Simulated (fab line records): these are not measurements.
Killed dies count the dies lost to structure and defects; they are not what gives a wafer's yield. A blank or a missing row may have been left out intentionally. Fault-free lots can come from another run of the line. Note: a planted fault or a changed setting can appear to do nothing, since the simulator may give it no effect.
Split-lot experiment || flow sky130 || route with 708 steps; 5 lots, 23 wafers read

## ON THE SPLIT
At SKY_LDD_HVP_SOFTBAKE_03 (time 60 s), the setting temp-c was moved away from the recipe's 90 C on 6 of the 23 wafers read, by -3.8% to +3.0%. For the rest of the wafers, this setting stayed at what the recipe calls for.

## FROM THE SPLIT TO THE READING: what the file shows between them, 2 steps
- SKY_LDD_HVP_EXPOSE_04: exposes mask HVPTM, target cd 700 nm
- SKY_LDD_HVP_PEB_05

## THE READING
NOVOLAK_of_LDD_HVP_COAT_02.thk-nm (the simulator's own value, which no gauge read), in nm, at SKY_LDD_HVP_DEVELOP_06 (develop time 60 s). The file gives no usual value for it. The 17 wafers here that ran the recipe average 299.9 nm, standard deviation 0.97 nm.

{"wafer": "L074.1", "tool, chamber at the split": "litho-track-03, 0", "temp-c as run, C": 90, "against the recipe": "recipe", "NOVOLAK_of_LDD_HVP_COAT_02.thk-nm, nm": 299.9, "against lot-mates on the recipe": "-"}
{"wafer": "L074.2", "tool, chamber at the split": "litho-track-03, 0", "temp-c as run, C": 90, "against the recipe": "recipe", "NOVOLAK_of_LDD_HVP_COAT_02.thk-nm, nm": 299.6, "against lot-mates on the recipe": "-"}
{"wafer": "L074.5", "tool, chamber at the split": "litho-track-03, 0", "temp-c as run, C": 90, "against the recipe": "recipe", "NOVOLAK_of_LDD_HVP_COAT_02.thk-nm, nm": 300, "against lot-mates on the recipe": "-"}
{"wafer": "L077.2", "tool, chamber at the split": "litho-track-03, 0", "temp-c as run, C": 90, "against the recipe": "recipe", "NOVOLAK_of_LDD_HVP_COAT_02.thk-nm, nm": 300.7, "against lot-mates on the recipe": "-"}
{"wafer": "L077.4", "tool, chamber at the split": "litho-track-03, 0", "temp-c as run, C": 90, "against the recipe": "recipe", "NOVOLAK_of_LDD_HVP_COAT_02.thk-nm, nm": 300.7, "against lot-mates on the recipe": "-"}
{"wafer": "L077.3", "tool, chamber at the split": "litho-track-03, 0", "temp-c as run, C": 90, "against the recipe": "recipe", "NOVOLAK_of_LDD_HVP_COAT_02.thk-nm, nm": 301.2, "against lot-mates on the recipe": "-"}
{"wafer": "L077.5", "tool, chamber at the split": "litho-track-03, 0", "temp-c as run, C": 90, "against the recipe": "recipe", "NOVOLAK_of_LDD_HVP_COAT_02.thk-nm, nm": 301.2, "against lot-mates on the recipe": "-"}
{"wafer": "L077.6", "tool, chamber at the split": "litho-track-03, 0", "temp-c as run, C": 90, "against the recipe": "recipe", "NOVOLAK_of_LDD_HVP_COAT_02.thk-nm, nm": 300, "against lot-mates on the recipe": "-"}
{"wafer": "L078.1", "tool, chamber at the split": "litho-track-03, 0", "temp-c as run, C": 90, "against the recipe": "recipe", "NOVOLAK_of_LDD_HVP_COAT_02.thk-nm, nm": 299.7, "against lot-mates on the recipe": "-"}
{"wafer": "L078.3", "tool, chamber at the split": "litho-track-03, 0", "temp-c as run, C": 92.69, "against the recipe": "+3.0%", "NOVOLAK_of_LDD_HVP_COAT_02.thk-nm, nm": 297.2, "against lot-mates on the recipe": -2.4}
{"wafer": "L078.4", "tool, chamber at the split": "litho-track-03, 0", "temp-c as run, C": 90, "against the recipe": "recipe", "NOVOLAK_of_LDD_HVP_COAT_02.thk-nm, nm": 299.2, "against lot-mates on the recipe": "-"}
{"wafer": "L078.5", "tool, chamber at the split": "litho-track-03, 0", "temp-c as run, C": 90, "against the recipe": "recipe", "NOVOLAK_of_LDD_HVP_COAT_02.thk-nm, nm": 300, "against lot-mates on the recipe": "-"}
{"wafer": "L078.6", "tool, chamber at the split": "litho-track-03, 0", "temp-c as run, C": 92.69, "against the recipe": "+3.0%", "NOVOLAK_of_LDD_HVP_COAT_02.thk-nm, nm": 297.7, "against lot-mates on the recipe": -1.9}
{"wafer": "L080.1", "tool, chamber at the split": "litho-track-01, 0", "temp-c as run, C": 90, "against the recipe": "recipe", "NOVOLAK_of_LDD_HVP_COAT_02.thk-nm, nm": 300.1, "against lot-mates on the recipe": "-"}
{"wafer": "L080.2", "tool, chamber at the split": "litho-track-01, 0", "temp-c as run, C": 87.14, "against the recipe": "-3.2%", "NOVOLAK_of_LDD_HVP_COAT_02.thk-nm, nm": 302.6, "against lot-mates on the recipe": "+2.2"}
{"wafer": "L080.3", "tool, chamber at the split": "litho-track-01, 0", "temp-c as run, C": 87.14, "against the recipe": "-3.2%", "NOVOLAK_of_LDD_HVP_COAT_02.thk-nm, nm": 301.8, "against lot-mates on the recipe": "+1.4"}
{"wafer": "L080.5", "tool, chamber at the split": "litho-track-01, 0", "temp-c as run, C": 90, "against the recipe": "recipe", "NOVOLAK_of_LDD_HVP_COAT_02.thk-nm, nm": 301.3, "against lot-mates on the recipe": "-"}
{"wafer": "L080.6", "tool, chamber at the split": "litho-track-01, 0", "temp-c as run, C": 90, "against the recipe": "recipe", "NOVOLAK_of_LDD_HVP_COAT_02.thk-nm, nm": 299.8, "against lot-mates on the recipe": "-"}
{"wafer": "L084.1", "tool, chamber at the split": "litho-track-04, 0", "temp-c as run, C": 86.57, "against the recipe": "-3.8%", "NOVOLAK_of_LDD_HVP_COAT_02.thk-nm, nm": 301.2, "against lot-mates on the recipe": "+2.9"}
{"wafer": "L084.2", "tool, chamber at the split": "litho-track-04, 0", "temp-c as run, C": 86.57, "against the recipe": "-3.8%", "NOVOLAK_of_LDD_HVP_COAT_02.thk-nm, nm": 300.6, "against lot-mates on the recipe": "+2.3"}
{"wafer": "L084.3", "tool, chamber at the split": "litho-track-04, 0", "temp-c as run, C": 90, "against the recipe": "recipe", "NOVOLAK_of_LDD_HVP_COAT_02.thk-nm, nm": 299, "against lot-mates on the recipe": "-"}
{"wafer": "L084.4", "tool, chamber at the split": "litho-track-04, 0", "temp-c as run, C": 90, "against the recipe": "recipe", "NOVOLAK_of_LDD_HVP_COAT_02.thk-nm, nm": 298, "against lot-mates on the recipe": "-"}
{"wafer": "L084.6", "tool, chamber at the split": "litho-track-04, 0", "temp-c as run, C": 90, "against the recipe": "recipe", "NOVOLAK_of_LDD_HVP_COAT_02.thk-nm, nm": 297.8, "against lot-mates on the recipe": "-"}

FIT RESULTS
A straight line over all 23 wafers: NOVOLAK_of_LDD_HVP_COAT_02.thk-nm changes by -0.565 nm for each +1% of temp-c; r = -0.71; the points scatter about the line by 0.99 nm.
The same after taking each lot's own level away (the mean of its wafers on the recipe; 23 wafers): -0.668 nm for each +1%; r = -0.93; scatter 0.46 nm.
That fit puts the effect of the largest move of temp-c on the reading at 2.5 nm.
Across the lots, their own levels run from 298.27 to 300.76 nm, a range of 2.6 times the standard deviation given above.
So the lot-to-lot level blurs the effect unless lot-mates are compared.
Check: for one of the wafers moved furthest among these (-3.8%), held out of the fit, the line's prediction against its lot-mates is +2.38 nm. It came out at +2.93 nm against them.

## FILE'S OWN FIT
NOVOLAK_of_LDD_HVP_COAT_02.thk-nm changes by -0.662 nm for each +1% of temp-c, r = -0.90.
